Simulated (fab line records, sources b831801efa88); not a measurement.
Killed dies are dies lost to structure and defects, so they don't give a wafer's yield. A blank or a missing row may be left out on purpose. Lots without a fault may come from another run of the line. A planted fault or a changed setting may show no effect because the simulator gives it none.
Chamber matching | flow gf180mcu | GF_CONTACT_ETCH_16 on rie_diel-04: 4 sister chambers
The step etches BARC in N2/H2. 16 wafers are shown with their chamber, then 8 later ones without.

WAFERS WITH THEIR CHAMBER
wafer  | chamber | h2_flow_sccm (sccm) | n2_flow_sccm (sccm) | throttle_valve_pct (%)
L191.1 | 1       | 200.1               | 100.2               | 13.227
L191.3 | 2       | 200.2               | 99.9                | 13.222
L191.5 | 1       | 200.5               | 100.3               | 13.229
L192.2 | 0       | 199.1               | 99.5                | 13.244
L192.3 | 3       | 199.6               | 100.4               | 13.219
L192.5 | 0       | 199.0               | 99.8                | 13.224
L196.2 | 3       | 200.1               | 99.7                | 13.210
L196.5 | 3       | 199.8               | 99.8                | 13.238
L196.6 | 0       | 200.3               | 99.6                | 13.223
L203.4 | 1       | 199.9               | 100.4               | 13.218
L203.5 | 2       | 199.6               | 100.8               | 13.223
L203.6 | 3       | 199.7               | 99.9                | 13.223
L206.2 | 2       | 200.4               | 99.5                | 13.235
L206.5 | 0       | 199.8               | 100.1               | 13.227
L206.6 | 1       | 200.1               | 100.0               | 13.227
L209.1 | 1       | 200.6               | 100.3               | 13.217

SIGNATURES (means of the wafers above)
reading            | chamber 0 | chamber 1 | chamber 2 | chamber 3 | scatter within a chamber
h2_flow_sccm       | 199.550   | 200.240   | 200.067   | 199.800   | 0.405
n2_flow_sccm       | 99.750    | 100.240   | 100.067   | 99.950    | 0.351
throttle_valve_pct | 13.22950  | 13.22360  | 13.22667  | 13.22250  | 0.0088
Rule: a wafer's distance from a chamber is the root of the sum, over the readings, of the square of ((its reading less the chamber's mean) divided by the reading's scatter). The wafer belongs to the nearest chamber; if the next one is less than 2 further off, it can't be placed. The scatter: the root of (the sum of the squares of (reading less its chamber's mean) over the shown wafers, divided by (wafers less chambers)).

WAFERS WITHOUT THEIR CHAMBER
wafer  | h2_flow_sccm (sccm) | n2_flow_sccm (sccm) | throttle_valve_pct (%)
L209.2 | 200.2               | 99.6                | 13.230
L209.6 | 200.0               | 100.1               | 13.224
L210.3 | 199.6               | 100.3               | 13.231
L210.4 | 199.5               | 100.2               | 13.216
L210.5 | 199.7               | 99.8                | 13.223
L211.2 | 199.2               | 100.1               | 13.240
L211.4 | 199.4               | 99.4                | 13.227
L211.6 | 201.0               | 99.7                | 13.208

WHICH CHAMBER EACH WENT THROUGH
wafer  | from the rows above               | in truth
L209.2 | can't be placed: 2 or 3 or 0 or 1 | 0
L209.6 | can't be placed: 2 or 3 or 1 or 0 | 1
L210.3 | can't be placed: 2 or 3 or 0 or 1 | 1
L210.4 | can't be placed: 3 or 2 or 0 or 1 | 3
L210.5 | can't be placed: 3 or 0 or 2 or 1 | 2
L211.2 | can't be placed: 0 or 3 or 2 or 1 | 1
L211.4 | can't be placed: 0 or 3 or 2      | 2
L211.6 | can't be placed: 1 or 2 or 3 or 0 | 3
Placed correctly: 0 of 8. Can't be placed from these rows: 8 (the true chamber is among the candidates in 8). Placed wrongly: 0.
